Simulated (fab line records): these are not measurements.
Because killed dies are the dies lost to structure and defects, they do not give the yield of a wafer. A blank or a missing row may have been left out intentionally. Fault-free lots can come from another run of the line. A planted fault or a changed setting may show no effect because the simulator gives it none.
The tool behind it: which one? | flow gf180mcu | 12 lots, 36 wafers sampled, at 6 steps of a route of 602

## WHAT THE GAUGES READ, wafer by wafer
GF_LVPWELL_TW_MEAS_11. Usual: LVPWELL_TW gives 557 (standard deviation 5.8).
lot  | measured    | on            | LVPWELL_TW  | flag
L774 | day 4 01:25 | film_metro-03 | 558 559 556 |
L775 | day 4 07:58 | film_metro-02 | 560 564 561 |
L776 | day 4 15:17 | film_metro-04 | 548 546 546 |
L780 | day 5 11:28 | film_metro-03 | 558 561 560 |
L786 | day 7 00:09 | film_metro-04 | 796 797 801 | OFF
L787 | day 7 05:07 | film_metro-03 | 801 800 802 | OFF
L788 | day 7 10:59 | film_metro-02 | 565 562 563 |
L789 | day 7 15:29 | film_metro-02 | 563 564 566 |
L790 | day 7 20:41 | film_metro-03 | 555 555 556 |
L791 | day 8 01:14 | film_metro-02 | 568 566 564 |
L792 | day 8 06:20 | film_metro-02 | 565 566 565 |
L794 | day 8 18:02 | film_metro-03 | 556 554 553 |

GF_VT_IMPLANT_RS_MEAS_48: uses a four-point probe to measure. Usual: LVPWELL_RS gives 1197 ohm/sq (standard deviation 3.3).
lot  | measured     | on            | LVPWELL_RS (ohm/sq) | flag
L774 | day 7 18:30  | film_metro-03 | 1196 1192 1197      |
L775 | day 8 00:19  | film_metro-04 | 1198 1199 1198      |
L776 | day 8 09:38  | film_metro-02 | 1194 1196 1192      |
L780 | day 9 09:31  | film_metro-02 | 1196 1196 1197      |
L786 | day 11 07:12 | film_metro-03 | 605 606 606         | OFF
L787 | day 11 12:55 | film_metro-03 | 604 603 605         | OFF
L788 | day 11 19:46 | film_metro-04 | 1196 1201 1200      |
L789 | day 12 01:08 | film_metro-04 | 1191 1195 1195      |
L790 | day 12 08:26 | film_metro-04 | 1195 1195 1196      |
L791 | day 12 13:46 | film_metro-02 | 1199 1196 1198      |
L792 | day 12 19:05 | film_metro-02 | 1199 1197 1198      |
L794 | day 13 10:36 | film_metro-02 | 1199 1200 1199      |

GF_NSD_CD_MEAS_07: target cd 400 nm. Usual: 400.6 nm for cd_nm, sd 2.5.
lot  | measured     | on        | cd_nm (nm)        | flag
L774 | day 13 13:49 | cd_sem-01 | 399.9 399.2 399.7 |
L775 | day 13 18:31 | cd_sem-01 | 401.0 400.1 401.7 |
L776 | day 14 10:26 | cd_sem-02 | 398.7 398.0 400.2 |
L780 | day 15 14:46 | cd_sem-02 | 400.7 399.4 400.4 |
L786 | day 17 20:40 | cd_sem-02 | 399.3 399.7 398.5 |
L787 | day 18 02:02 | cd_sem-02 | 401.0 401.0 402.4 |
L788 | day 18 16:44 | cd_sem-02 | 397.1 397.5 396.3 |
L789 | day 18 21:08 | cd_sem-01 | 396.7 396.3 398.3 |
L790 | day 19 03:38 | cd_sem-02 | 398.2 398.3 397.9 |
L791 | day 19 10:38 | cd_sem-02 | 403.0 399.8 401.1 |
L792 | day 19 20:01 | cd_sem-02 | 403.6 404.8 403.7 |
L794 | day 20 13:26 | cd_sem-01 | 398.2 401.2 399.4 |

GF_PSD_CD_MEAS_07: target cd 400 nm. Usual: 399.9 nm for cd_nm, sd 2.1.
lot  | measured     | on        | cd_nm (nm)        | flag
L774 | day 14 10:52 | cd_sem-01 | 402.6 402.9 404.3 |
L775 | day 14 15:23 | cd_sem-02 | 401.8 401.1 401.1 |
L776 | day 15 07:17 | cd_sem-02 | 398.9 395.9 396.4 |
L780 | day 16 13:44 | cd_sem-01 | 398.5 395.6 397.3 |
L786 | day 18 20:46 | cd_sem-01 | 399.3 398.8 400.2 |
L787 | day 19 02:25 | cd_sem-01 | 396.8 396.5 397.1 |
L788 | day 19 16:59 | cd_sem-02 | 397.0 397.5 396.6 |
L789 | day 19 21:55 | cd_sem-02 | 399.9 399.5 400.4 |
L790 | day 20 04:17 | cd_sem-01 | 403.4 402.0 404.1 |
L791 | day 20 11:49 | cd_sem-01 | 400.8 401.4 399.8 |
L792 | day 20 21:22 | cd_sem-01 | 399.9 397.9 399.1 |
L794 | day 21 13:55 | cd_sem-02 | 401.0 402.4 401.1 |

## WHAT TOOL EACH LOT RAN ON (gives the tool, then ch and the chambers of the sampled wafers, and finally the start)
lot  | GF_LVPWELL_IMPLANT_08          | GF_HV_LDD_STRIP_22
L774 | implanter-01 ch 0, day 4 01:02 | plasma_asher-01 ch 0,1, day 10 23:23
L775 | implanter-01 ch 0, day 4 07:34 | plasma_asher-01 ch 0,1, day 11 04:47
L776 | implanter-02 ch 0, day 4 14:53 | plasma_asher-04 ch 0,1, day 11 16:47
L780 | implanter-03 ch 0, day 5 11:02 | plasma_asher-04 ch 0,1, day 12 19:59
L786 | implanter-01 ch 0, day 6 23:45 | plasma_asher-04 ch 0,1, day 14 22:14
L787 | implanter-01 ch 0, day 7 04:45 | plasma_asher-01 ch 0,1, day 15 04:14
L788 | implanter-02 ch 0, day 7 10:35 | plasma_asher-01 ch 0,1, day 15 15:47
L789 | implanter-02 ch 0, day 7 15:06 | plasma_asher-01 ch 0,1, day 15 20:20
L790 | implanter-02 ch 0, day 7 20:18 | plasma_asher-04 ch 0,1, day 16 02:14
L791 | implanter-03 ch 0, day 8 00:50 | plasma_asher-04 ch 0,1, day 16 09:17
L792 | implanter-02 ch 0, day 8 05:59 | plasma_asher-01 ch 0,1, day 16 17:46
L794 | implanter-02 ch 0, day 8 17:39 | plasma_asher-01 ch 0,1, day 17 09:38
- GF_LVPWELL_IMPLANT_08
- GF_HV_LDD_STRIP_22: strips in O2/N2.

## WHAT THE TOOLS THEMSELVES READ (means of the sampled wafers that have a number; where no wafer has one, the mark that the record gives instead)
GF_LVPWELL_IMPLANT_08. Usual: dose_ions_cm2 1.4996e+13, standard deviation 1.6e+10; faraday_current_uA 84.7, standard deviation 1.6; tilt_deg -0.005 degrees, standard deviation 0.018.
lot  | tool         | dose_ions_cm2 | faraday_current_uA | tilt_deg (degrees) | flag
L774 | implanter-01 | 1.5003e+13    | 85.1               | 0.008              |
L775 | implanter-01 | 1.4989e+13    | 84.7               | -0.007             |
L776 | implanter-02 | 1.4999e+13    | 85.8               | -0.014             |
L780 | implanter-03 | 1.4989e+13    | 84.2               | 0.012              |
L786 | implanter-01 | 5.6605e+13    | 321.9              | 0.000              | OFF
L787 | implanter-01 | 5.6599e+13    | 314.7              | 0.002              | OFF
L788 | implanter-02 | 1.5000e+13    | 84.8               | -0.018             |
L789 | implanter-02 | 1.5002e+13    | 84.4               | 0.017              |
L790 | implanter-02 | 1.4993e+13    | 84.2               | -0.011             |
L791 | implanter-03 | 1.4994e+13    | 86.8               | -0.002             |
L792 | implanter-02 | 1.5000e+13    | 84.8               | 0.001              |
L794 | implanter-02 | 1.4986e+13    | 83.9               | -0.001             |

GF_HV_LDD_STRIP_22. Usual: drypump_motor_current_A 5.7 A, standard deviation 0.33; heater_power_w 334 W, standard deviation 26; oes_product_au 0.716 a.u., standard deviation 0.0044; strip_time_to_endpoint_s 12.64 s, standard deviation 0.036.
lot  | tool            | drypump_motor_current_A (A) | heater_power_w (W) | oes_product_au (a.u.) | strip_time_to_endpoint_s (s) | flag
L774 | plasma_asher-01 | 5.8                         | 327                | 0.715                 | 12.67                        |
L775 | plasma_asher-01 | 5.8                         | 325                | 0.720                 | 12.65                        |
L776 | plasma_asher-04 | 5.7                         | 330                | 0.719                 | 12.62                        |
L780 | plasma_asher-04 | 5.5                         | 329                | 0.719                 | 12.62                        |
L786 | plasma_asher-04 | 5.7                         | 335                | 0.717                 | 12.69                        |
L787 | plasma_asher-01 | 5.8                         | 323                | 0.714                 | 12.62                        |
L788 | plasma_asher-01 | 5.9                         | 343                | 0.717                 | 12.67                        |
L789 | plasma_asher-01 | 5.9                         | 350                | 0.719                 | 12.67                        |
L790 | plasma_asher-04 | 5.7                         | 337                | 0.717                 | 12.59                        |
L791 | plasma_asher-04 | 5.7                         | 334                | 0.716                 | 12.70                        |
L792 | plasma_asher-01 | 5.8                         | 329                | 0.717                 | 12.59                        |
L794 | plasma_asher-01 | 5.9                         | 350                | 0.720                 | 12.64                        |

## THE ANSWER, worked out from the rows above alone
Rule: a lot is off if the mean of its wafers that have a number lies more than 3 standard deviations from the usual mean. A lot without any number at a reading at which 4 lots or more have one is off too. Any other lot the step has rows for is counted as sound. After the gauges, taken in route order, come the tools' own readings; for these a lot's mean is taken, as printed above. The first step at which some lot is off is used, and at that step the reading that is off furthest; a lot without a number counts as furthest.
Off: L786, L787, at GF_LVPWELL_TW_MEAS_11 (LVPWELL_TW).
If a tool, at a process step before that reading, ran all the lots that are off and no sound lot after the first of them, it fits. The gauges at GF_LVPWELL_TW_MEAS_11 aren't tried: what is off there is off at GF_LVPWELL_IMPLANT_08 too, on other tools, and a gauge's error can't cause that. One candidate fits, namely implanter-01 at GF_LVPWELL_IMPLANT_08. A fault onset in the window from L775 (day 4 07:34, its last sound lot) to L786 (day 6 23:45, its first lot off) fits.
The tool's own readings at GF_LVPWELL_IMPLANT_08 bear it out: on the lots that are off they differ by more than 5 times the standard deviation of the sound lots' means. dose_ions_cm2 reads 5.6602e+13 there against 1.4996e+13 on the sound lots; faraday_current_uA reads 318.3 there against 84.9 on the sound lots.

## WHAT THE SIMULATOR PUT IN
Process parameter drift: implanter-01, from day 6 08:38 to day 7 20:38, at GF_LVPWELL_IMPLANT_08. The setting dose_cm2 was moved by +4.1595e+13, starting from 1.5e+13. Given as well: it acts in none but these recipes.
Shown lots that were struck: L786, L787. The same result came from the rule above.
